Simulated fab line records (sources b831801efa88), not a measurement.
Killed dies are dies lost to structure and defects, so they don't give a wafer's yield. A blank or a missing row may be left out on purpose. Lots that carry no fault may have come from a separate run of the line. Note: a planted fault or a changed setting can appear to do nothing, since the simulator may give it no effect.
What tool caused it? || flow sky130 || 11 lots with 32 wafers sampled at 6 steps, on a route of 708 steps

WHAT THE GAUGES READ, wafer by wafer
SKY_VIA1_OVL_MEAS_13.
{"lot": "L524", "measured": "day 35 11:49", "on": "overlay-02", "VIA1_OVL (nm)": "-1 -2 4"}
{"lot": "L531", "measured": "day 37 16:02", "on": "overlay-01", "VIA1_OVL (nm)": "-2 -6 -7"}
{"lot": "L535", "measured": "day 39 07:37", "on": "overlay-02", "VIA1_OVL (nm)": "1 2"}
{"lot": "L536", "measured": "day 39 12:11", "on": "overlay-02", "VIA1_OVL (nm)": "-1 -3 -2"}
{"lot": "L537", "measured": "day 39 18:25", "on": "overlay-01", "VIA1_OVL (nm)": "-3 1 -2"}
{"lot": "L538", "measured": "day 40 08:13", "on": "overlay-02", "VIA1_OVL (nm)": "6 3 -1"}
{"lot": "L543", "measured": "day 41 11:32", "on": "overlay-01", "VIA1_OVL (nm)": "3 -6 -6"}
{"lot": "L544", "measured": "day 41 12:00", "on": "overlay-01", "VIA1_OVL (nm)": "-7 -8 0"}
{"lot": "L545", "measured": "day 41 18:11", "on": "overlay-02", "VIA1_OVL (nm)": "-2 4 0"}
{"lot": "L546", "measured": "day 41 20:13", "on": "overlay-01", "VIA1_OVL (nm)": "-2 -7 -2"}
{"lot": "L547", "measured": "day 42 01:38", "on": "overlay-01", "VIA1_OVL (nm)": "1 2 -2"}

SKY_METAL2_CD_MEAS_15: the cd target is 140 nm.
{"lot": "L524", "measured": "day 36 16:07", "on": "cd-sem-02", "cd-nm (nm)": "139.7 138.4 139.3"}
{"lot": "L531", "measured": "day 38 19:49", "on": "cd-sem-01", "cd-nm (nm)": "138.6 137.0 135.8"}
{"lot": "L535", "measured": "day 40 09:51", "on": "cd-sem-01", "cd-nm (nm)": "139.3 139.8"}
{"lot": "L536", "measured": "day 40 14:39", "on": "cd-sem-01", "cd-nm (nm)": "137.7 138.7 138.0"}
{"lot": "L537", "measured": "day 40 20:48", "on": "cd-sem-01", "cd-nm (nm)": "137.5 138.9 138.0"}
{"lot": "L538", "measured": "day 41 11:05", "on": "cd-sem-01", "cd-nm (nm)": "140.6 139.5 139.4"}
{"lot": "L543", "measured": "day 42 13:08", "on": "cd-sem-01", "cd-nm (nm)": "141.0 139.8 140.7"}
{"lot": "L544", "measured": "day 42 13:29", "on": "cd-sem-01", "cd-nm (nm)": "140.7 141.3 139.6"}
{"lot": "L545", "measured": "day 42 19:50", "on": "cd-sem-01", "cd-nm (nm)": "140.7 140.6 140.8"}
{"lot": "L546", "measured": "day 42 21:56", "on": "cd-sem-01", "cd-nm (nm)": "140.8 140.2 139.6"}
{"lot": "L547", "measured": "day 43 03:00", "on": "cd-sem-01", "cd-nm (nm)": "140.2 142.6 141.2"}

SKY_CAPM_RS_MEAS_03: a four-point-probe measurement.
{"lot": "L524", "measured": "day 37 21:01", "on": "film-metro-03", "CAPM_TIN_RS (ohm/sq)": "6.83 6.95 6.96"}
{"lot": "L531", "measured": "day 40 00:37", "on": "film-metro-01", "CAPM_TIN_RS (ohm/sq)": "6.10 6.87 6.83"}
{"lot": "L535", "measured": "day 41 13:55", "on": "film-metro-03", "CAPM_TIN_RS (ohm/sq)": "6.03 6.79"}
{"lot": "L536", "measured": "day 41 18:49", "on": "film-metro-04", "CAPM_TIN_RS (ohm/sq)": "6.84 6.86 6.88"}
{"lot": "L537", "measured": "day 42 01:42", "on": "film-metro-01", "CAPM_TIN_RS (ohm/sq)": "6.88 6.82 6.92"}
{"lot": "L538", "measured": "day 42 14:26", "on": "film-metro-03", "CAPM_TIN_RS (ohm/sq)": "6.95 6.91 6.92"}
{"lot": "L543", "measured": "day 43 16:30", "on": "film-metro-04", "CAPM_TIN_RS (ohm/sq)": "6.80 6.80 6.89"}
{"lot": "L544", "measured": "day 43 16:50", "on": "film-metro-01", "CAPM_TIN_RS (ohm/sq)": "6.89 6.94 7.04"}
{"lot": "L545", "measured": "day 43 22:02", "on": "film-metro-04", "CAPM_TIN_RS (ohm/sq)": "7.14 7.03 7.10"}
{"lot": "L546", "measured": "day 44 00:53", "on": "film-metro-04", "CAPM_TIN_RS (ohm/sq)": "6.97 6.88 6.92"}
{"lot": "L547", "measured": "day 44 05:19", "on": "film-metro-03", "CAPM_TIN_RS (ohm/sq)": "7.07 7.08 7.01"}

SKY_CAPM_THK_MEAS_04: measures by xrf.
{"lot": "L524", "measured": "day 37 21:08", "on": "film-metro-03", "CAPM_TIN_THK (nm)": "202 198 196"}
{"lot": "L531", "measured": "day 40 00:44", "on": "film-metro-01", "CAPM_TIN_THK (nm)": "227 203 204"}
{"lot": "L535", "measured": "day 41 14:01", "on": "film-metro-03", "CAPM_TIN_THK (nm)": "227 202"}
{"lot": "L536", "measured": "day 41 18:56", "on": "film-metro-04", "CAPM_TIN_THK (nm)": "201 200 199"}
{"lot": "L537", "measured": "day 42 01:48", "on": "film-metro-01", "CAPM_TIN_THK (nm)": "202 205 201"}
{"lot": "L538", "measured": "day 42 14:33", "on": "film-metro-03", "CAPM_TIN_THK (nm)": "196 199 198"}
{"lot": "L543", "measured": "day 43 16:37", "on": "film-metro-04", "CAPM_TIN_THK (nm)": "204 203 201"}
{"lot": "L544", "measured": "day 43 16:57", "on": "film-metro-01", "CAPM_TIN_THK (nm)": "201 202 198"}
{"lot": "L545", "measured": "day 43 22:08", "on": "film-metro-04", "CAPM_TIN_THK (nm)": "195 196 196"}
{"lot": "L546", "measured": "day 44 01:00", "on": "film-metro-04", "CAPM_TIN_THK (nm)": "199 201 199"}
{"lot": "L547", "measured": "day 44 05:25", "on": "film-metro-03", "CAPM_TIN_THK (nm)": "194 194 195"}

TOOL THAT RAN EACH LOT (tool first, then ch and the chambers of the sampled wafers, then the start)
{"lot": "L524", "SKY_METAL2_DESCUM_17": "rie-metal-01 ch 0,1, day 36 16:16", "SKY_CAPM_SPUTTER_02": "pvd-sputter-02, day 37 20:55"}
{"lot": "L531", "SKY_METAL2_DESCUM_17": "rie-metal-01 ch 0,1, day 38 19:58", "SKY_CAPM_SPUTTER_02": "pvd-sputter-02, day 40 00:31"}
{"lot": "L535", "SKY_METAL2_DESCUM_17": "rie-metal-01 ch 1, day 40 09:59", "SKY_CAPM_SPUTTER_02": "pvd-sputter-02, day 41 13:47"}
{"lot": "L536", "SKY_METAL2_DESCUM_17": "rie-metal-01 ch 0,1, day 40 14:48", "SKY_CAPM_SPUTTER_02": "pvd-sputter-01, day 41 18:43"}
{"lot": "L537", "SKY_METAL2_DESCUM_17": "rie-metal-01 ch 0,1, day 40 20:56", "SKY_CAPM_SPUTTER_02": "pvd-sputter-01, day 42 01:33"}
{"lot": "L538", "SKY_METAL2_DESCUM_17": "rie-metal-01 ch 0,1, day 41 11:13", "SKY_CAPM_SPUTTER_02": "pvd-sputter-04, day 42 14:19"}
{"lot": "L543", "SKY_METAL2_DESCUM_17": "rie-metal-01 ch 0,1, day 42 13:17", "SKY_CAPM_SPUTTER_02": "pvd-sputter-01, day 43 16:23"}
{"lot": "L544", "SKY_METAL2_DESCUM_17": "rie-metal-04 ch 0,1, day 42 13:38", "SKY_CAPM_SPUTTER_02": "pvd-sputter-02, day 43 16:43"}
{"lot": "L545", "SKY_METAL2_DESCUM_17": "rie-metal-01 ch 1, day 42 19:58", "SKY_CAPM_SPUTTER_02": "pvd-sputter-04, day 43 21:53"}
{"lot": "L546", "SKY_METAL2_DESCUM_17": "rie-metal-04 ch 0,1, day 42 22:05", "SKY_CAPM_SPUTTER_02": "pvd-sputter-02, day 44 00:47"}
{"lot": "L547", "SKY_METAL2_DESCUM_17": "rie-metal-01 ch 1, day 43 03:09", "SKY_CAPM_SPUTTER_02": "pvd-sputter-04, day 44 05:11"}
- SKY_METAL2_DESCUM_17: chemistry O2, time 8 s.
- SKY_CAPM_SPUTTER_02: material TiN, target thk 200 nm, time 166.7 s.

AS READ BY THE TOOLS THEMSELVES (means over the sampled wafers that have a number; for cases with no such wafer, the mark the record gives instead)
SKY_METAL2_DESCUM_17.
{"lot": "L524", "tool": "rie-metal-01", "chamber-pressure-mTorr (mTorr)": 10.008, "drypump-motor-current-A (A)": 5.9, "oes-product-au (a.u.)": 1.006}
{"lot": "L531", "tool": "rie-metal-01", "chamber-pressure-mTorr (mTorr)": 9.996, "drypump-motor-current-A (A)": 5.6, "oes-product-au (a.u.)": 1.008}
{"lot": "L535", "tool": "rie-metal-01", "chamber-pressure-mTorr (mTorr)": 10.001, "drypump-motor-current-A (A)": 5.3, "oes-product-au (a.u.)": 1.000}
{"lot": "L536", "tool": "rie-metal-01", "chamber-pressure-mTorr (mTorr)": 10.004, "drypump-motor-current-A (A)": 5.9, "oes-product-au (a.u.)": 1.003}
{"lot": "L537", "tool": "rie-metal-01", "chamber-pressure-mTorr (mTorr)": 10.003, "drypump-motor-current-A (A)": 5.8, "oes-product-au (a.u.)": 0.997}
{"lot": "L538", "tool": "rie-metal-01", "chamber-pressure-mTorr (mTorr)": 10.002, "drypump-motor-current-A (A)": 5.8, "oes-product-au (a.u.)": 1.000}
{"lot": "L543", "tool": "rie-metal-01", "chamber-pressure-mTorr (mTorr)": 10.005, "drypump-motor-current-A (A)": 5.6, "oes-product-au (a.u.)": 1.009}
{"lot": "L544", "tool": "rie-metal-04", "chamber-pressure-mTorr (mTorr)": 9.999, "drypump-motor-current-A (A)": 5.4, "oes-product-au (a.u.)": 1.007}
{"lot": "L545", "tool": "rie-metal-01", "chamber-pressure-mTorr (mTorr)": 10.005, "drypump-motor-current-A (A)": 5.3, "oes-product-au (a.u.)": 1.004}
{"lot": "L546", "tool": "rie-metal-04", "chamber-pressure-mTorr (mTorr)": 10.010, "drypump-motor-current-A (A)": 5.5, "oes-product-au (a.u.)": 1.004}
{"lot": "L547", "tool": "rie-metal-01", "chamber-pressure-mTorr (mTorr)": 10.010, "drypump-motor-current-A (A)": 5.3, "oes-product-au (a.u.)": 1.007}

SKY_CAPM_SPUTTER_02.
{"lot": "L524", "tool": "pvd-sputter-02", "substrate-temp-c (C)": 299.94, "throttle-valve-pct (%)": 29.7}
{"lot": "L531", "tool": "pvd-sputter-02", "substrate-temp-c (C)": 299.98, "throttle-valve-pct (%)": 29.5}
{"lot": "L535", "tool": "pvd-sputter-02", "substrate-temp-c (C)": 300.24, "throttle-valve-pct (%)": 28.6}
{"lot": "L536", "tool": "pvd-sputter-01", "substrate-temp-c (C)": 299.99, "throttle-valve-pct (%)": 31.1}
{"lot": "L537", "tool": "pvd-sputter-01", "substrate-temp-c (C)": 300.05, "throttle-valve-pct (%)": 31.4}
{"lot": "L538", "tool": "pvd-sputter-04", "substrate-temp-c (C)": 299.99, "throttle-valve-pct (%)": 29.7}
{"lot": "L543", "tool": "pvd-sputter-01", "substrate-temp-c (C)": 299.76, "throttle-valve-pct (%)": 31.1}
{"lot": "L544", "tool": "pvd-sputter-02", "substrate-temp-c (C)": 299.80, "throttle-valve-pct (%)": 29.9}
{"lot": "L545", "tool": "pvd-sputter-04", "substrate-temp-c (C)": 300.00, "throttle-valve-pct (%)": 29.3}
{"lot": "L546", "tool": "pvd-sputter-02", "substrate-temp-c (C)": 300.30, "throttle-valve-pct (%)": 29.0}
{"lot": "L547", "tool": "pvd-sputter-04", "substrate-temp-c (C)": 300.04, "throttle-valve-pct (%)": 30.1}

THE ANSWER, worked out from the rows above alone
Rule: the lots themselves supply what counts as usual. The widest of any qualifying gaps counts: lots, ordered by their means at a reading, are off when they make up no more than a third of the lots, leave a main group of 4 or more, and stand apart from it by 3 or more times the standard deviation of that group's means. The tables above print the reading to a certain number of digits; a main group whose means all agree to those digits is not used. A lot without any number at a reading at which 4 lots or more have one is off too. Any other lot the step has rows for is counted as sound. The gauges are gone through in route order, then the tools' own readings, and for those a lot's mean is taken as printed above. At the first step where some lot is off, the reading lying furthest off is the one used; lots without a number count as furthest.
Off: at SKY_CAPM_THK_MEAS_04 (CAPM_TIN_THK), L531, L535. Mean 199 nm and standard deviation 2.7 in the main group.
A tool fits if, at a process step before that reading, it ran every lot that is off, and no sound lot after the first of them. Those tools and the gauges at SKY_CAPM_THK_MEAS_04 are tried in the same way. Not one of the candidates tried fits.

WHAT HAD BEEN PUT IN BY THE SIMULATOR
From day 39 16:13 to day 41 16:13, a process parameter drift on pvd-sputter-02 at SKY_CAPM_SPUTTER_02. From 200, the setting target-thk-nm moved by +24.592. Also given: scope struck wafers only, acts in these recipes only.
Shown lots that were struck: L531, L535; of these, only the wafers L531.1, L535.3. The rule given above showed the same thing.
